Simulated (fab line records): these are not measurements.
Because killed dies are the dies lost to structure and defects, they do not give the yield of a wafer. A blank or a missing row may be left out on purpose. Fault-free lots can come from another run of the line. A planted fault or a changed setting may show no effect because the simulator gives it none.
Matching of chambers ; flow gf180mcu ; 3 sister chambers for GF_V5_CVD_02 on pecvd-01
The step deposits SiO2 from TEOS, target thk 1450 nm, time 163.28 s. 3 wafers are shown with their chamber, then 12 later ones without.

WAFERS PAIRED WITH THEIR CHAMBERS
wafer;chamber;heaterPowerW (W)
L091.1;1;682
L092.5;0;657
L092.6;2;820

WAFERS WITHOUT THEIR CHAMBER
wafer;heaterPowerW (W)
L093.1;551
L093.4;624
L093.6;539
L094.2;678
L094.4;790
L094.5;631
L096.2;631
L096.5;669
L096.6;830
L097.1;660
L097.3;818
L097.5;936

WHICH CHAMBER EACH WENT THROUGH
wafer;from the rows above;in truth
L093.1;can't be placed: 0 or 1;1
L093.4;can't be placed: 0 or 1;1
L093.6;can't be placed: 0 or 1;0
L094.2;can't be placed: 1 or 0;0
L094.4;can't be placed: 2 or 1 or 0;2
L094.5;can't be placed: 0 or 1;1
L096.2;can't be placed: 0 or 1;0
L096.5;can't be placed: 0 or 1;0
L096.6;2;2
L097.1;can't be placed: 0 or 1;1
L097.3;2;2
L097.5;2;2
Correct placement for 3 of the 12. Can't be placed from these rows: 9 (the true chamber is among the candidates in 9). Wrongly placed: 0.
How it was worked out, from the rows above alone: a wafer's distance from a chamber is the root of the sum, over the readings, of the square of ((its reading less the chamber's mean) divided by the reading's scatter). The wafer belongs to the nearest chamber; if the next one is less than 2 further off, it can't be placed. For every chamber, the mean is computed from those of its wafers that are shown. The scatter: root of mean squared gap, hidden wafer to nearest shown wafer, with one shown wafer a chamber.
